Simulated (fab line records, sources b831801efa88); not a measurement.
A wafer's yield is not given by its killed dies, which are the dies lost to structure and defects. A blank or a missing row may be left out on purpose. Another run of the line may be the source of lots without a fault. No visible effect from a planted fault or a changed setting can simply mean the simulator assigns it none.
fab line records	flow sky130
record: lots: 5	wafers: 15	lastDay: 50
route steps=708 shown LDD_LDN@292 SPACER@304 POLY_CUT@307 SD_P@320 RES_XHIGH@332 SALICIDE@361 PAD_OPEN@708
lots untouched by any fault: they come from a run of this same line in which no faults occurred
startH: start of the lot's first displayed wafer, in hours after the record's first day	waitH: how many hours have passed since the lot's step before this one	" repeats the value in the row above	L1.1+2: several wafers, shown together as one row	- either no value or no given start	* or withheld: withheld	< > ~ a bound
route shown NAME@n: NAME is a module with steps in the file, n the number in the route of the first one	usual: mean and standard deviation over wafers with no fault	same: alike in all rows	chamber/n: place in a boat	sites: per-site readings	_std_site: the standard deviation of these	_edge_site: mean of outer sites minus mean of inner sites	radiusMm: for every site, how far away it sits from the centre of the wafer	mask NAME#n: copy n	behind: the tool/chamber that last shaped the wafer	hold: why the lot went on hold/how many hours it stayed there/how the hold came to an end	device: the n, p or np transistor that did not switch	end of line: the same wafers' tests at the end of the route	where a step has no rows: the recipe by itself	killed: dies that structure and defects cost at the first sort, which is not the same as the wafer's yield	map: shows each die of a wafer: x if killed, . if not, _ if none is there
set.NAME: setting as actually run; set.NAME@STEP: the setting as run at that earlier step	model.NAME: the simulator's own value behind a step, which no gauge read
certain route steps with their lots: each step a table, each wafer a row
services: the hour from which a tool's chamber was out of use, counted from the record's first day as startH (under 0 if before that day), plus the number of hours and why
== steps ==
step: SKY_LDD_LDN_SOFTBAKE_03
recipe: tempC: 90	timeS: 60	resist: NOVOLAK
step: SKY_LDD_LDN_EXPOSE_04
recipe: maskId: LDNTM	na: 0.6	sourceShape: conventional	sigmaOuter: 0.6	polarization: unpolarized	targetCdNm: 700	doseMj: 140
step: SKY_LDD_LDN_PEB_05
recipe: tempC: withheld	timeS: *	resist: NOVOLAK
step: SKY_LDD_LDN_DEVELOP_06
recipe: resist: NOVOLAK	developer: TMAH	developTimeS: 60	devTempC: 23
step: SKY_LDD_LDN_IMPLANT_08
recipe: species: As	energyKev: 15	doseCm2: 1.25e+13	tiltDeg: withheld	rotationDeg: 23
step: SKY_LDD_LDN_IMPLANT_09
recipe: species: As	energyKev: 15	doseCm2: 1.25e+13	tiltDeg: withheld	rotationDeg: 113
step: SKY_LDD_LDN_IMPLANT_10
recipe: species: As	energyKev: 15	doseCm2: 1.25e+13	tiltDeg: withheld	rotationDeg: 203
step: SKY_LDD_LDN_IMPLANT_11
recipe: species: As	energyKev: 15	doseCm2: 1.25e+13	tiltDeg: withheld	rotationDeg: 293
step: SKY_LDD_LDN_STRIP_12
recipe: chemistry: O2/N2	powerW: 1400	pressureMtorr: 1500	platenTempC: withheld	o2FlowSccm: 3000	n2FlowSccm: 300	overashFraction: 0.5
step: SKY_LDD_LDN_CLEAN_14
recipe: chemistry: SC1/SC2	mix: 1:4:20	tempC: 70	timeS: 150	dry: n2Spin
step: SKY_SPACER_CVD_00
recipe: material: Si3N4	precursor: DCS/NH3	targetThkNm: 43.1	tempC: 770	timeS: 740	pressureMtorr: 250
usual: spikeTcLowerC: 770.3/0.9	spikeTcUpperC: 770.5/1.4	susceptorTempC: 770.1/0.34
lot.wafer	tool	chamber	startH	waitH	spikeTcLowerC	spikeTcUpperC	susceptorTempC	model.Si3N4_of_SPACER_CVD_00.thkNm
L636.4	lpcvd-02	1	530.95	0.0	772.0	769.7	770.1	42.11
L636.5	"	1	"	"	769.7	769.5	769.6	42.25
L636.6	"	1	"	"	769.5	769.1	770.1	42.88
L650.2	lpcvd-02	1	652.29	0.1	770.4	771.0	770.5	43.65
L650.4	"	1	"	"	769.7	767.8	770.6	43.31
L650.5	"	1	"	"	771.8	771.6	770.5	43.63
L653.1	lpcvd-02	1	696.45	0.0	767.9	765.6	765.9	39.78
L653.2	"	1	"	"	763.8	765.2	766.1	39.84
L653.6	"	1	"	"	765.9	765.0	766.0	39.79
L655.1	lpcvd-02	1	704.02	1.1	767.2	765.7	766.3	39.74
L655.2	"	1	"	"	766.3	764.8	766.1	40.15
L655.5	"	1	"	"	766.1	766.6	765.9	39.99
L656.4	lpcvd-02	1	706.65	0.0	767.6	768.1	766.5	39.8
L656.5	"	1	"	"	765.2	767.0	766.3	39.96
L656.6	"	1	"	"	766.3	766.5	766.8	39.77
step: SKY_SPACER_THK_MEAS_01
recipe: reads: Si3N4_of_SPACER_CVD_00
usual: SPACER_CVD_00_THK: 43.1/0.42
lot.wafer	tool	chamber	startH	waitH	SPACER_CVD_00_THK[nm]
L636.4	filmMetro-02	-	532.79	0.0	42.1
L636.5	"	-	"	"	42.2
L636.6	"	-	"	"	42.8
L650.2	filmMetro-01	-	653.51	0.0	43.6
L650.4	"	-	"	"	43.3
L650.5	"	-	"	"	43.6
L653.1	filmMetro-04	-	697.66	0.0	39.8
L653.2	"	-	"	"	39.9
L653.6	"	-	"	"	39.8
L655.1	filmMetro-01	-	705.23	0.0	39.7
L655.2	"	-	"	"	40.1
L655.5	"	-	"	"	40.0
L656.4	filmMetro-04	-	708.49	0.0	39.8
L656.5	"	-	"	"	39.9
L656.6	"	-	"	"	39.8
step: SKY_SPACER_ETCHBACK_02
recipe: chemistry: CH3F/O2	target: Si3N4	stopOn: SiO2	sourceW: 400	biasW: 80	pressureMtorr: 25	ch3fFlowSccm: 40	O2_flow_sccm: 30	timeS: 46.7	targetDepthA: 450
usual: drypumpMotorCurrentA: 5.7/0.44	oesProductAu: 0.855/0.0065	throttleValvePct: 10.562/0.0092
lot.wafer	tool	chamber	startH	waitH	drypumpMotorCurrentA	oesProductAu	rfHoursCounterH	throttleValvePct	model.etch.depthNm
L636.4	rieDiel-02	2	532.84	0.0	5.5	0.847	-	10.564	42.11
L636.5	"	1	"	"	5.7	0.843	-	10.568	42.25
L636.6	"	0	"	"	5.2	0.853	-	10.573	42.88
L650.2	rieDiel-01	1	653.56	0.0	6.7	0.866	1	10.569	43.65
L650.4	"	2	"	"	5.2	0.856	23	10.563	43.31
L650.5	"	1	"	"	6.6	0.869	-	10.559	43.63
L653.1	rieDiel-01	0	697.72	0.1	5.9	0.816	18	10.561	39.78
L653.2	"	1	"	"	6.7	0.818	2	10.549	39.84
L653.6	"	1	"	"	6.6	0.817	-	10.569	39.79
L655.1	rieDiel-01	0	705.29	0.1	5.9	0.819	18	10.551	39.74
L655.2	"	3	"	"	5.3	0.821	2	10.563	40.15
L655.5	"	2	"	"	5.2	0.827	-	10.558	39.99
L656.4	rieDiel-01	0	708.52	0.0	5.9	0.815	18	10.553	39.8
L656.5	"	1	"	"	6.7	0.822	-	10.554	39.96
L656.6	"	0	"	"	5.9	0.817	-	10.541	39.77
step: SKY_POLY_CUT_DEHYDRATE_00
recipe: tempC: 200	timeS: 60
step: SKY_POLY_CUT_HMDS_01
recipe: primeTimeS: 60	primeTempC: 120
step: SKY_POLY_CUT_COAT_02
recipe: resist: BARC	tempC: withheld	timeS: withheld	spinRpm: 3000	resistThkNm: 60
step: SKY_POLY_CUT_COAT_03
recipe: resist: KrF-thick	spinRpm: 3000	resistThkNm: 450
step: SKY_POLY_CUT_SOFTBAKE_04
recipe: tempC: 100	timeS: 90	resist: KrF-thick
step: SKY_POLY_CUT_EXPOSE_05
recipe: maskId: NPCM	na: 0.8	sourceShape: annular	sigmaInner: 0.55	sigmaOuter: 0.85	targetCdNm: 270	doseMj: 32
step: SKY_POLY_CUT_PEB_06
recipe: pebTempC: withheld	pebTimeS: withheld	resist: KrF-thick
step: SKY_POLY_CUT_DEVELOP_07
recipe: developTimeS: 60	resist: KrF-thick	devTempC: 21
step: SKY_POLY_CUT_ETCH_10
recipe: chemistry: N2/H2	target: BARC	ionEnergyEv: 200	sourceW: 500	biasW: 100	pressureMtorr: 30	n2FlowSccm: 100	h2FlowSccm: 200	stopOn: SiO2	timeS: 45.9	targetDepthA: 600
step: SKY_POLY_CUT_ETCH_11
recipe: target: Si3N4	chemistry: CF4/CH2F2/Ar	stopOn: poly-Si	sourceW: 600	biasW: 150	pressureMtorr: 40	cf4FlowSccm: 40	ch2f2FlowSccm: 20	Ar_flow_sccm: 150	timeS: 42.5	targetDepthA: 600
step: SKY_POLY_CUT_STRIP_12
recipe: chemistry: O2/N2	powerW: 1400	pressureMtorr: 1500	platenTempC: withheld	o2FlowSccm: 3000	n2FlowSccm: 300	overashFraction: 0.5
step: SKY_SD_P_DEHYDRATE_00
recipe: tempC: 200	timeS: 60
step: SKY_SD_P_HMDS_01
recipe: primeTimeS: 60	primeTempC: 120
step: SKY_SD_P_COAT_02
recipe: resist: NOVOLAK	spinRpm: 3000	resistThkNm: 1140
step: SKY_SD_P_SOFTBAKE_03
recipe: tempC: 90	timeS: 60	resist: NOVOLAK
step: SKY_SD_P_EXPOSE_04
recipe: maskId: PSDM	na: 0.6	sourceShape: conventional	sigmaOuter: 0.6	polarization: unpolarized	targetCdNm: 380	doseMj: 138
step: SKY_SD_P_PEB_05
recipe: tempC: withheld	timeS: *	resist: NOVOLAK
step: SKY_SD_P_DEVELOP_06
recipe: resist: NOVOLAK	developer: TMAH	developTimeS: 60	devTempC: 23
step: SKY_SD_P_IMPLANT_09
recipe: species: BF2	energyKev: 20	doseCm2: 3e+15	tiltDeg: 0
step: SKY_SD_P_STRIP_10
recipe: chemistry: O2/N2	powerW: 1400	pressureMtorr: 1500	platenTempC: withheld	o2FlowSccm: 3000	n2FlowSccm: 300	overashFraction: 0.5
step: SKY_RES_XHIGH_DEHYDRATE_00
recipe: tempC: 200	timeS: 60
step: SKY_RES_XHIGH_HMDS_01
recipe: primeTimeS: 60	primeTempC: 120
step: SKY_SALICIDE_CLEAN_00
recipe: chemistry: HF-last	timeS: 30	dilution: 100:1	dry: ipaMarangoni
lot.wafer	tool	chamber	startH	waitH	model.Si3N4_of_SPACER_CVD_00.thkNm
L636.4	wetBench-02	3	650.55	0.0	41.14
L636.5	"	3	"	"	41.29
L636.6	"	3	"	"	41.91
L650.2	wetBench-01	3	766.06	0.1	42.66
L650.4	"	3	"	"	42.32
L650.5	"	3	"	"	42.64
L653.1+6	wetBench-01	0	808.11	0.1	38.82
L653.2	"	0	"	"	38.87
L655.1	wetBench-04	0	814.51	0.1	38.76
L655.2	"	0	"	"	39.18
L655.5	"	0	"	"	39.01
L656.4	wetBench-02	3	818.01	0.0	38.82
L656.5	"	3	"	"	38.98
L656.6	"	3	"	"	38.79
step: SKY_PAD_OPEN_PROBE_99
usual: killed_at_M0_to_M3: 43/6.7	killed_at_M4_up: 3.2/1.8	killedAtContacts: 25/5.2	killedAtFrontEnd: 15/4.4	killedAtOther: 0.2/0.4	killedDies: 87/9.3	killedOpen: 48/7.1	killedShort: 39/6
same: grossDies: 492	killedAtBackSide: 0
lot.wafer	tool	chamber	startH	waitH	killed_at_M0_to_M3	killed_at_M4_up	killedAtContacts	killedAtFrontEnd	killedAtOther	killedDies	killedOpen	killedShort	model.etest.pfet_01v8.rOnOhmUm	model.etest.sonosUncharged.rOnOhmUm
L636.4	prober-02	-	1080.96	0.2	49	1	23	15	0	88	46	42	2882	808.3
L636.5	prober-02	-	1081.01	0.2	46	4	22	19	1	92	53	39	2944	805.3
L636.6	prober-02	-	1081.06	0.2	35	2	28	16	1	82	48	34	2962	812.2
L650.2	prober-02	-	1161.72	0.1	59	4	18	11	0	92	50	42	2954	806.2
L650.4	prober-02	-	1161.82	0.2	42	1	15	17	0	75	40	35	2859	810
L650.5	prober-02	-	1161.87	0.2	45	2	23	8	0	78	44	34	2948	810.6
L653.1	prober-01	-	1185.30	0.1	36	4	28	18	0	86	44	42	2840	792.5
L653.2	prober-01	-	1185.35	0.1	36	3	27	14	0	80	48	32	2859	798.6
L653.6	prober-01	-	1185.55	0.2	51	3	30	8	0	92	52	40	2767	787.2
L655.1	prober-01	-	1188.72	0.1	51	4	38	12	0	105	51	54	2906	784.4
L655.2	prober-01	-	1188.77	0.1	48	4	29	23	1	105	48	57	2902	805.8
L655.5	prober-01	-	1188.92	0.2	47	7	22	15	0	91	55	36	2859	800
L656.4	prober-02	-	1194.77	0.2	37	2	32	12	1	84	46	38	2820	800.7
L656.5	prober-02	-	1194.82	0.2	40	3	39	15	0	97	58	39	2774	784.3
L656.6	prober-02	-	1194.87	0.2	43	5	32	11	0	91	49	42	2817	799.6
killed by level:class
L636.4 VIA1:geometricParticle:open=11 VIA1:geometricParticle:short=8 CONTACT:geometricParticle:open=7 VIA3:geometricParticle:open=7 POLY_GATE:geometricParticle:short=6 LI_CONTACT:geometricParticle:open=6 SPACER:geometricParticle:short=5 CONTACT:geometricParticle:short=5
L636.5 VIA1:geometricParticle:open=12 CONTACT:geometricParticle:open=10 VIA3:geometricParticle:open=8 METAL2:geometricParticle:short=6 LI_CONTACT:geometricParticle:open=6 VIA2:geometricParticle:open=6 FIELD_ISO:geometricParticle:short=5 METAL3:geometricParticle:short=5
L636.6 CONTACT:geometricParticle:open=15 LI_CONTACT:geometricParticle:open=9 VIA1:geometricParticle:open=7 FIELD_ISO:geometricParticle:short=6 VIA2:geometricParticle:open=5 VIA3:geometricParticle:open=5 METAL1:geometricParticle:short=4 POLY_GATE:geometricParticle:short=3
L650.2 METAL2:geometricParticle:short=11 VIA3:geometricParticle:open=10 VIA1:geometricParticle:open=10 CONTACT:geometricParticle:open=8 METAL1:geometricParticle:short=8 VIA2:geometricParticle:open=5 METAL3:geometricParticle:short=5 POLY_GATE:geometricParticle:open=4
L650.4 METAL1:geometricParticle:short=8 CONTACT:geometricParticle:open=7 VIA2:geometricParticle:short=5 POLY_GATE:geometricParticle:open=5 VIA2:geometricParticle:open=5 METAL3:geometricParticle:open=5 VIA1:geometricParticle:open=5 VIA1:geometricParticle:short=5
L650.5 VIA3:geometricParticle:open=10 LI_CONTACT:geometricParticle:open=8 VIA1:geometricParticle:open=8 METAL2:geometricParticle:short=8 VIA2:geometricParticle:open=7 CONTACT:geometricParticle:open=7 VIA3:geometricParticle:short=6 POLY_GATE:geometricParticle:short=5
L653.1 CONTACT:geometricParticle:open=9 FIELD_ISO:geometricParticle:short=8 VIA1:geometricParticle:open=8 CONTACT:geometricParticle:short=7 VIA2:geometricParticle:open=7 LI_CONTACT:geometricParticle:open=5 METAL1:geometricParticle:short=5 FIELD_ISO:geometricParticle:open=4
L653.2 VIA1:geometricParticle:open=13 CONTACT:geometricParticle:open=12 LI_CONTACT:geometricParticle:open=8 CONTACT:geometricParticle:short=5 VIA3:geometricParticle:open=5 FIELD_ISO:geometricParticle:short=4 VIA3:geometricParticle:short=4 VIA2:geometricParticle:open=4
L653.6 VIA1:geometricParticle:open=13 CONTACT:geometricParticle:open=12 VIA2:geometricParticle:open=8 LI_CONTACT:geometricParticle:open=7 METAL1:geometricParticle:short=6 LI_CONTACT:geometricParticle:short=5 CONTACT:geometricParticle:short=5 VIA1:geometricParticle:short=5
L655.1 VIA1:geometricParticle:open=14 CONTACT:geometricParticle:open=13 CONTACT:geometricParticle:short=8 METAL1:geometricParticle:short=8 LI_CONTACT:geometricParticle:open=7 LOCAL_INTERCONNECT:geometricParticle:short=7 FIELD_ISO:geometricParticle:short=6 VIA3:geometricParticle:short=6
L655.2 VIA1:geometricParticle:open=10 FIELD_ISO:geometricParticle:short=9 CONTACT:geometricParticle:open=8 CONTACT:geometricParticle:short=8 VIA3:geometricParticle:open=7 LOCAL_INTERCONNECT:geometricParticle:short=7 VIA1:geometricParticle:short=6 VIA2:geometricParticle:open=6
L655.5 VIA1:geometricParticle:open=12 CONTACT:geometricParticle:open=10 VIA2:geometricParticle:open=8 FIELD_ISO:geometricParticle:open=7 METAL1:geometricParticle:short=7 METAL2:geometricParticle:short=5 VIA3:geometricParticle:open=5 LI_CONTACT:geometricParticle:open=4
L656.4 CONTACT:geometricParticle:open=13 VIA1:geometricParticle:open=10 VIA1:geometricParticle:short=8 CONTACT:geometricParticle:short=7 LI_CONTACT:geometricParticle:open=6 METAL1:geometricParticle:short=5 VIA3:geometricParticle:open=4 POLY_GATE:geometricParticle:short=3
L656.5 CONTACT:geometricParticle:open=13 LI_CONTACT:geometricParticle:open=12 VIA1:geometricParticle:open=11 METAL2:geometricParticle:short=9 FIELD_ISO:geometricParticle:open=6 CONTACT:geometricParticle:short=6 POLY_GATE:geometricParticle:open=5 VIA3:geometricParticle:open=5
L656.6 CONTACT:geometricParticle:open=9 LOCAL_INTERCONNECT:geometricParticle:short=8 VIA1:geometricParticle:open=8 VIA2:geometricParticle:open=8 LI_CONTACT:geometricParticle:open=7 VIA3:geometricParticle:open=6 CONTACT:geometricParticle:short=5 VIA1:geometricParticle:short=5
== services ==
tool	chamber	startH	hours	kind
rieDiel-01	-	512.20	15.6	pm
rieDiel-02	3	524.75	-	clean
rieDiel-02	0	539.46	1.8	repair
rieDiel-01	3	562.81	-	clean
rieDiel-01	3	562.81	14.4	scheduledDown
rieDiel-01	3	562.81	14.4	ventCycle
rieDiel-01	1	578.00	-	clean
rieDiel-01	1	578.00	19.0	scheduledDown
rieDiel-01	1	578.00	19.0	ventCycle
rieDiel-02	1	578.20	10.3	repair
rieDiel-01	0	580.36	5.3	repair
rieDiel-01	2	612.84	1.7	repair
wetBench-01	-	615.02	15.3	repair
lpcvd-02	-	628.56	0.9	repair
rieDiel-02	0	642.07	5.4	repair
wetBench-01	-	734.43	1.2	repair
rieDiel-01	0	740.27	7.0	repair
rieDiel-02	1	761.09	4.0	repair
rieDiel-01	3	765.04	1.8	repair
rieDiel-02	-	765.74	0.1	repair
rieDiel-02	-	772.53	2.8	pm
lpcvd-02	-	796.84	0.9	repair
wetBench-01	-	810.99	6.3	repair
rieDiel-01	-	815.54	2.8	pm
== key ==
firstSign: step: SKY_SPACER_CVD_00	reading: susceptorTempC	direction: down	sigmas: 12	usual: *	struck: *
effect: step: SKY_SPACER_CVD_00	reading: spikeTcLowerC	direction: down	sigmas: 4.4	usual: 770.3	struck: 766.3
effect: step: SKY_SPACER_THK_MEAS_01	reading: SPACER_CVD_00_THK	direction: down	sigmas: 7.7	usual: 43.1	struck: 39.9
effect: step: SKY_SPACER_ETCHBACK_02	reading: oesProductAu	direction: down	sigmas: 5.6	usual: 0.855	struck: 0.819
modelEffect: step: SKY_SPACER_CVD_00	value: Si3N4_of_SPACER_CVD_00.thkNm	without: 43.05	struck: 39.87
modelEffect: step: SKY_SPACER_ETCHBACK_02	value: etch.depthNm	without: 43.05	struck: 39.87
modelEffect: step: SKY_SALICIDE_CLEAN_00	value: Si3N4_of_SPACER_CVD_00.thkNm	without: 42.07	struck: 38.89
modelEffect: step: SKY_PAD_OPEN_PROBE_99	value: etest.pfet_01v8.rOnOhmUm	without: 2938	struck: 2838
metAt SKY_SPACER_CVD_00
struckWafers L653.1,L653.2,L653.6,L655.1,L655.2,L655.5,L656.4,L656.5,L656.6
testerLeftOut L653,L655,L656
onsetBetween 652.29 696.45
fault: kind: processParameterDrift	tool: lpcvd-02	chamber: 1	onsetH: 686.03	steps: SKY_SPACER_CVD_00	channel: tempC	offset: *	shape: step	endH: 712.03	actsIn: *	stated: *
testerLeftOut: of these lots the tester's yield and bins aren't shown, on N5 and GAA mostly nor the transistor test; their killed dies are dies lost to structure and defects alone, not to doping, threshold or leakage, so they don't give the yield
